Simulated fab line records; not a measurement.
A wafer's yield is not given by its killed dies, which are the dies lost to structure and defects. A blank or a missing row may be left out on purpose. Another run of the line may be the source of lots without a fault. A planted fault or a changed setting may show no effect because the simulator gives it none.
Comparing a struck lot with a sound one :: flow sky130 :: 15 steps out of a route of 708
Sound: these wafers, L379.2, L379.3, L379.6. Struck: wafer L374.5 (L374.2, L374.3, from the same lot, were not struck and are left out); the cause is given at the end.
At each step with rows: each side's tool, then ch and its chambers, then its first start. Under that, the readings that differ: sound wafers :: struck wafers :: difference of the means :: sigmas: that difference in standard deviations of wafers without a fault.
alike: a reading whose means differ by less than 2 such deviations, as well as words and numbers matching on both sides. not compared: withheld readings; readings where some wafer has no value; bounds like >300 that might hide an equal value; numbers whose values overlap and for which the record gives no deviation.
A row with sigmas, a row that says differs or no value, or rows on one side alone: a step with any of these is where the two part. Numbers that have no deviation but don't overlap get no sigmas and don't part them. A reading that every wafer of one side lacks parts them only if that side has two wafers or more.

first, 7 steps without rows for these wafers: SKY_METAL3_HMDS_06 (prime time 60 s); SKY_METAL3_COAT_07 (resist thk 60 nm); SKY_METAL3_COAT_08 (resist thk 1124 nm); SKY_METAL3_SOFTBAKE_09 (time 90 s); SKY_METAL3_EXPOSE_10 (exposes mask MM3, target cd 300 nm); SKY_METAL3_PEB_11; SKY_METAL3_DEVELOP_12 (develop time 60 s).
SKY_METAL3_CD_MEAS_13: the cd target is 300 nm.
  struck on cdSem-01, day 42 13:47; sound on cdSem-01, day 44 02:14
  alike: cdNm
SKY_METAL3_OVL_MEAS_14:
  struck on overlay-01, day 42 13:53; sound on overlay-02, day 44 02:20
reading: METAL3_OVL (nm)
sound: -13 -1 -16
struck: 5
difference: +15
sigmas: +3
SKY_METAL3_DESCUM_15: chemistry O2, time 8 s.
  sound on rieMetal-03 ch 0,1, day 44 02:22; struck on rieMetal-01 ch 1, day 42 13:55
  alike: drypumpMotorCurrentA, oesProductAu
  not compared: rfHoursCounterH
SKY_METAL3_ETCH_16: etches BARC in N2/H2, stops on SiO2, time 88.2 s, target depth 60 nm.
  sound on rieMetal-03 ch 0,1, day 44 02:24; struck on rieMetal-01 ch 1, day 42 13:57
  alike: drypumpMotorCurrentA, oesProductAu, throttleValvePct
  not compared: rfHoursCounterH
SKY_METAL3_ETCH_17: etches SiO2 in C4F8/O2/Ar, stops on TiN, time 3.9 s, target depth 15 nm.
  sound on rieDiel-01 ch 1,2, day 44 02:30; struck on rieDiel-01 ch 2, day 42 14:03
  alike: oesProductAu
SKY_METAL3_METAL_ETCH_18: etches the open film in Cl2/BCl3, stops on SiO2, target depth 845 nm, time 183.1 s.
  sound on rieMetal-01 ch 0,1, day 44 02:31; struck on rieMetal-02 ch 1, day 42 14:04
reading: oesProductAu (a.u.)
sound: 0.868 0.871 0.863
struck: 0.845
difference: -0.022
sigmas: -4

reading: overEtchFrac
sound: 0.3 0.3 0.3
struck: 0.33779
difference: +0.03779
sigmas: 

reading: model.KrF-thick_of_METAL3_COAT_08.thkNm (nm)
sound: 499.6 505.8 506.1
struck: 498.8
difference: -5.0
sigmas: 
  alike: drypumpMotorCurrentA, mfcCl2Sccm, throttleValvePct
  not compared: rfHoursCounterH
SKY_METAL3_STRIP_19: strips in O2/N2.
  sound on plasmaAsher-03 ch 0,1, day 44 02:42; struck on plasmaAsher-01 ch 1, day 42 14:15
  alike: drypumpMotorCurrentA, oesProductAu, stripTimeToEndpointS
  not compared: rfHoursCounterH
next, for these wafers, 1 step has no rows: SKY_PAD_OPEN_PROBE_99.

WHERE THEY PART
Last at SKY_METAL3_METAL_ETCH_18 as far as this record goes, first at SKY_METAL3_OVL_MEAS_14. Later steps at which nothing parts them and some readings are alike: SKY_METAL3_STRIP_19.

WHY: what the simulator had put in
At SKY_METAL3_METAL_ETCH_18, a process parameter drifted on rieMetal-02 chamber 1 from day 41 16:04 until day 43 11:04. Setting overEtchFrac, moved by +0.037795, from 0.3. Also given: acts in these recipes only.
